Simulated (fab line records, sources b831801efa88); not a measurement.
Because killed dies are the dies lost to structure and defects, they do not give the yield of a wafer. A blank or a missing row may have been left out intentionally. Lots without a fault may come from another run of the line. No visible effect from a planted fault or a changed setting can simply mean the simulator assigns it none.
The tool behind it: which one? | flow gf180mcu | 13 lots with 39 wafers sampled at 3 steps, on a route of 602 steps

WHAT EACH GAUGE READ, for each wafer
GF_V5_THK_MEAS_03. Usual: V5_CVD_02_THK typically reads 1458 nm, with standard deviation 20.
lot  | measured     | on           | V5_CVD_02_THK (nm) | flag
L525 | day 26 00:16 | filmMetro-04 | 1455 1482 1467     | 
L526 | day 26 12:49 | filmMetro-04 | 1482 1497 1503     | 
L527 | day 27 02:40 | filmMetro-02 | 1459 1483 1468     | 
L528 | day 27 04:13 | filmMetro-04 | 1444 1483 1443     | 
L529 | day 28 12:25 | filmMetro-03 | 1442 1470 1471     | 
L530 | day 28 15:41 | filmMetro-02 | 1457 1428 1471     | 
L531 | day 28 18:23 | filmMetro-03 | 1448 1463 1459     | 
L532 | day 28 20:32 | filmMetro-04 | 1463 1438 1476     | 
L534 | day 28 20:59 | filmMetro-02 | 1436 1446 1490     | 
L535 | day 29 13:15 | filmMetro-03 | 1437 1435 1457     | 
L545 | day 32 09:45 | filmMetro-03 | 1448 1449 1495     | 
L546 | day 32 13:04 | filmMetro-04 | 1452 1464 1508     | 
L547 | day 32 21:05 | filmMetro-03 | 1435 1472 1482     | 

GF_V5_OVL_MEAS_15. Usual: V5_OVL typically reads -2 nm, with standard deviation 5.8.
lot  | measured     | on         | V5_OVL (nm) | flag
L525 | day 26 21:29 | overlay-02 | 9 0 6       | 
L526 | day 27 11:49 | overlay-01 | -2 -4 2     | 
L527 | day 28 14:14 | overlay-02 | -1 -8 -13   | 
L528 | day 28 14:56 | overlay-02 | -6 -9 -9    | 
L529 | day 28 21:53 | overlay-01 | 6 4 12      | 
L530 | day 29 03:19 | overlay-01 | -6 -5 -9    | 
L531 | day 29 06:51 | overlay-01 | -20 -5 -5   | 
L532 | day 29 11:52 | overlay-02 | 2 -2 -2     | 
L534 | day 29 12:52 | overlay-01 | 3 5 -2      | 
L535 | day 30 08:28 | overlay-02 | -4 -11 6    | 
L545 | day 33 03:11 | overlay-01 | -3 -9 -6    | 
L546 | day 33 06:41 | overlay-01 | 5 -9 0      | 
L547 | day 33 13:41 | overlay-01 | 0 -3 6      | 

TOOL THAT RAN EACH LOT (tool first, then ch and the chambers of the sampled wafers, then the start)
lot  | GF_V1_STRIP_18
L525 | plasmaAsher-03 ch 0,1, day 17 20:29
L526 | plasmaAsher-01 ch 0,1, day 18 09:56
L527 | plasmaAsher-01 ch 0,1, day 18 23:55
L528 | plasmaAsher-04 ch 0,1, day 19 01:35
L529 | plasmaAsher-03 ch 0,1, day 19 17:08
L530 | plasmaAsher-04 ch 0,1, day 20 01:05
L531 | plasmaAsher-04 ch 0,1, day 20 14:40
L532 | plasmaAsher-03 ch 0,1, day 20 19:41
L534 | plasmaAsher-04 ch 0,1, day 21 13:25
L535 | plasmaAsher-04 ch 1, day 21 23:23
L545 | plasmaAsher-04 ch 0,1, day 25 07:33
L546 | plasmaAsher-01 ch 0,1, day 25 14:38
L547 | plasmaAsher-04 ch 0,1, day 25 22:50
- GF_V1_STRIP_18: strips in O2/N2.

WHAT THE TOOLS THEMSELVES READ (means of the sampled wafers that have a number; where no wafer has one, the mark that the record gives instead)
GF_V1_STRIP_18. Usual: drypumpMotorCurrentA 5.9 A, standard deviation 0.39; heaterPowerW 328 W, standard deviation 31; oesProductAu 0.594 a.u., standard deviation 0.0051.
lot  | tool           | drypumpMotorCurrentA (A) | heaterPowerW (W) | oesProductAu (a.u.) | flag
L525 | plasmaAsher-03 | 5.9                      | 292              | 0.599               | 
L526 | plasmaAsher-01 | 6.2                      | 328              | 0.596               | 
L527 | plasmaAsher-01 | 5.8                      | 349              | 0.595               | 
L528 | plasmaAsher-04 | 5.8                      | 341              | 0.592               | 
L529 | plasmaAsher-03 | 5.7                      | 299              | 0.595               | 
L530 | plasmaAsher-04 | 5.9                      | 356              | 0.596               | 
L531 | plasmaAsher-04 | 5.9                      | 348              | 0.586               | 
L532 | plasmaAsher-03 | 5.7                      | 298              | 0.591               | 
L534 | plasmaAsher-04 | 5.8                      | 335              | 0.591               | 
L535 | plasmaAsher-04 | 5.7                      | 322              | 0.599               | 
L545 | plasmaAsher-04 | 5.8                      | 336              | 0.594               | 
L546 | plasmaAsher-01 | 5.8                      | 347              | 0.585               | 
L547 | plasmaAsher-04 | 5.9                      | 345              | 0.591               | 

THE ANSWER, worked out from the rows above alone
Rule: a lot counts as off when the mean over its wafers that have a number is more than 3 standard deviations away from the usual mean. Also off: a lot with no number at a reading for which 4 or more lots have one. The other lots that the step has rows for count as sound. After the gauges, taken in route order, come the tools' own readings; for these a lot's mean is taken, as printed above. At the first step where some lot is off, the reading lying furthest off is the one used; lots without a number count as furthest.
Nothing can be told from this: no lot is off at any reading shown.

WHAT THE SIMULATOR HAD INSERTED
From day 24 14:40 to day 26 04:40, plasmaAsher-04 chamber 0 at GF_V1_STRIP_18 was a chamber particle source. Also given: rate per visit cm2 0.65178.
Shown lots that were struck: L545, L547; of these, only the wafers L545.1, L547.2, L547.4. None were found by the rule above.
